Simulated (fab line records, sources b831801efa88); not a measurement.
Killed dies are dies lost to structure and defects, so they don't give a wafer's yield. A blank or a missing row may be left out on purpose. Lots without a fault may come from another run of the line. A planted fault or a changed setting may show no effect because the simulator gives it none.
Problem report in the 8D (eight disciplines) form, filled by code | flow gf180mcu | the parts of the form that need people (team, actions taken, sign-off) are left out

1. THE PROBLEM
bias_w at GF_V3_ETCH_17 reads a mean of 1415 W on 6 wafers of 2 lots; wafers without a fault read 1200 W with a standard deviation of 3.4. That is +63 standard deviations from the usual mean.
The step: etches SiO2 in C4F8/O2/Ar, stops on TiN, target depth 635 nm.
First seen on wafer L241.1, day 27 05:00, on rie_diel-02. The record holds 39 wafers of 13 lots with a number at this step. Rule for "out", or "out of limits": more than 4 standard deviations from the usual mean. The other wafers with a number count as sound.

2. WHAT IT IS AND WHAT IT IS NOT
question                    | is                     | is not
which readings at this step | bias_w                 | oes_product_au
which lots                  | L241, L247             | L226, L228, L230, L233, L235, L237, L238, L239, L240, L245, L249
which wafers of those lots  | all that have a number | -
read on which tools         | rie_diel-02            | rie_diel-03, rie_diel-04
when                        | from day 27 05:00      | up to then (27 sound wafers); but 6 sound wafers of L245, L249 came after

3. SUSPECTS, AND WHAT RULES EACH OUT
Counting: a tool at a process step up to the reading stays a suspect if it ran every lot that is out and no sound lot after the first of them.
- rie_diel-02 at GF_V3_ETCH_16 (etches BARC in N2/H2): kept. It ran every lot that is out, first L241 (day 27 04:58), and no sound lot after that; its last sound lot up to then is L239 (day 26 15:58).
- rie_diel-02 at GF_V3_ETCH_17 (etches SiO2 in C4F8/O2/Ar, stops on TiN, target depth 635 nm): kept. It ran every lot that is out, first L241 (day 27 05:00), and no sound lot after that; its last sound lot up to then is L239 (day 26 16:00). Its own readings are out on those wafers: bias_w.
Left after counting: rie_diel-02 at GF_V3_ETCH_16, rie_diel-02 at GF_V3_ETCH_17.

4. THE CAUSE (what the simulator had put in)
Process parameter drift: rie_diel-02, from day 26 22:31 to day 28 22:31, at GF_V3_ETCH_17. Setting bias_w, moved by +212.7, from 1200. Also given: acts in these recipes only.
Counting left 2 suspects, and this tool is among them.

5. THE CHAIN OF EFFECTS, in route order
Each row: a reading whose mean over the struck wafers that have a number lies more than 3 standard deviations from the usual. Only readings for which the record gives a usual standard deviation are gone through. hours: the time from each lot's start at the first step in this table that gives one to its start at this step, as a median over the lots. sigmas: the change in usual standard deviations.
hours | step          | reading | usual  | on struck wafers | change | sigmas
0     | GF_V3_ETCH_17 | bias_w  | 1200 W | 1415             | +215   | +63
The process steps in it:
- GF_V3_ETCH_17: etches SiO2 in C4F8/O2/Ar, stops on TiN, target depth 635 nm.
Later measuring or inspecting steps at which every struck wafer that the step has a row for has a number for every such reading, and none has moved that far: GF_V3_THK_MEAS_25.

6. WHAT WOULD HAVE CAUGHT IT SOONER
In this record the first reading out of limits was taken at day 27 05:00, 6 hours after the fault began at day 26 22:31.
